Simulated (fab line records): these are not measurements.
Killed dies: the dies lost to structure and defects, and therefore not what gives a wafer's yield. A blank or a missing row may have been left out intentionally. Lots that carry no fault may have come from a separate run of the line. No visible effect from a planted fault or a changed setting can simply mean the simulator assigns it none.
A lot that was struck, set against a sound lot	flow sky130	20 out of 708 route steps
Sound: these wafers, L709.1, L709.2, L709.6. Struck: wafer L726.5. (L726.4 of the same lot was not struck and is left out.) The cause comes at the end.
Per side, at each step with rows, come the tool, then ch with its chambers, and then its first start. Under that, the readings that differ: sound wafers	struck wafers	difference of the means	sigmas: that difference in standard deviations of wafers without a fault.
alike: a reading whose means differ by less than 2 such deviations, as well as words and numbers matching on both sides. not compared: withheld readings; readings where some wafer has no value; bounds like >300 that might hide an equal value; numbers whose values overlap and for which the record gives no deviation.
Wherever a step has rows on one side only, a row that says differs or no value, or a row with sigmas, the two part there. Non-overlapping numbers with no deviation appear without sigmas and do not part them. Lack of a reading on every wafer of one side parts them only where that side has two or more wafers.

SKY_FIELD_ISO_BOW_MEAS_00:
  sound on filmMetro-01, day 2 11:00; struck on filmMetro-02, day 6 00:04
  alike: INCOMING_BOW
then, 1 step without rows for these wafers: SKY_FIELD_ISO_OXIDATION_01 (stabilise 600 s, purge 300 s, target thk 12 nm).
SKY_FIELD_ISO_THK_MEAS_02:
  sound on filmMetro-03, day 2 14:03; struck on filmMetro-01, day 6 02:26
  alike: FIELD_ISO_OXIDATION_00_THK
then, 1 step without rows for these wafers: SKY_FIELD_ISO_CVD_03 (deposits Si3N4 from DCS/NH3, target thk 165 nm, time 2830 s).
SKY_FIELD_ISO_THK_MEAS_04:
  sound on filmMetro-03, day 2 16:32; struck on filmMetro-01, day 6 05:13
reading	sound	struck	difference	sigmas
FIELD_ISO_CVD_03_THK (nm)	166.7 166.1 166.7	161.5	-5.0	-3
then, 5 steps without rows for these wafers: SKY_FIELD_ISO_DEHYDRATE_05 (time 60 s); SKY_FIELD_ISO_HMDS_06 (prime time 60 s); SKY_FIELD_ISO_COAT_07 (resist thk 60 nm); SKY_FIELD_ISO_COAT_08 (resist thk 450 nm); SKY_FIELD_ISO_SOFTBAKE_09 (time 90 s).
SKY_FIELD_ISO_EXPOSE_10: exposes mask FOM, target cd 150 nm.
  sound on krfScanner-02 ch 0, day 3 00:16; struck on krfScanner-02 ch 0, day 6 15:18
  alike: mask, focusOffsetNm
then, 2 steps without rows for these wafers: SKY_FIELD_ISO_PEB_11; SKY_FIELD_ISO_DEVELOP_12 (develop time 60 s).
SKY_FIELD_ISO_CD_MEAS_13 targets a cd of 150 nm.
  sound on cdSem-02, day 3 08:08; struck on cdSem-01, day 7 00:37
reading	sound	struck	difference	sigmas
cdNm (nm)	148.3 148.8 149.9	100.6	-48.4	-35
SKY_FIELD_ISO_ETCH_14: etches BARC in N2/H2, stops on SiO2, time 45.9 s, target depth 60 nm.
  sound on rieDiel-03 ch 0,1,3, day 3 08:16; struck on rieDiel-01 ch 1, day 7 00:40
reading	sound	struck	difference	sigmas
model.FIELD_ISO.cdNm (nm)	148 149.5 151.9	98.39	-51.41	
  alike: drypumpMotorCurrentA, oesProductAu, throttleValvePct
  not compared: rfHoursCounterH
SKY_FIELD_ISO_ETCH_15: etches the open film in CHF3/O2, stops on Si, target depth 180 nm, time 72 s.
  sound on rieDiel-03 ch 0,1,3, day 3 08:19; struck on rieDiel-01 ch 1, day 7 00:43
  alike: drypumpMotorCurrentA, oesProductAu, throttleValvePct
  not compared: rfHoursCounterH
SKY_FIELD_ISO_STRIP_16: strips in O2/N2.
  sound on plasmaAsher-01 ch 0,1, day 3 08:22; struck on plasmaAsher-04 ch 1, day 7 00:48
  alike: drypumpMotorCurrentA, oesProductAu, stripTimeToEndpointS
  not compared: rfHoursCounterH
SKY_FIELD_ISO_ETCH_17: etches Si in HBr/Cl2/O2, target depth 342 nm, time 97.7 s.
  sound on rieSi-02 ch 0,1,3, day 3 08:28; struck on rieSi-02 ch 2, day 7 00:52
reading	sound	struck	difference	sigmas
drypumpMotorCurrentA (A)	5.6 5.4 6.0	6.6	+0.9	+2
model.FIELD_ISO.cdNm (nm)	150.5 147.8 151.3	99.31	-50.56	
  alike: oesProductAu, throttleValvePct
  not compared: rfHoursCounterH
then, 1 step without rows for these wafers: SKY_FIELD_ISO_WET_ETCH_18 (etches Si3N4 in H3PO4, target depth 25 nm, time 286 s).
-- a jump in the record: the struck wafers' starts before and after are 44 days apart (it breaks off in module FIELD_ISO and resumes in module PAD_OPEN, where the first step shown is number 708 of the route) --
SKY_PAD_OPEN_PROBE_99:
  sound on prober-01, day 47 11:22; struck on prober-01, day 50 21:46
reading	sound	struck	difference	sigmas
killedAtFrontEnd	15 12 21	417	+401	+87
killedDies	107 78 88	492	+401	+40
killedOnRim	21 7 19	96	+80	+21
  alike: killed_at_M0_to_M3, killed_at_M4_up, killedAtContacts, killedAtOther, killedOpen, killedShort

== WHERE THEY PART ==
First at SKY_FIELD_ISO_THK_MEAS_04; last, within this record, at SKY_PAD_OPEN_PROBE_99.

WHY: what had been put in by the simulator
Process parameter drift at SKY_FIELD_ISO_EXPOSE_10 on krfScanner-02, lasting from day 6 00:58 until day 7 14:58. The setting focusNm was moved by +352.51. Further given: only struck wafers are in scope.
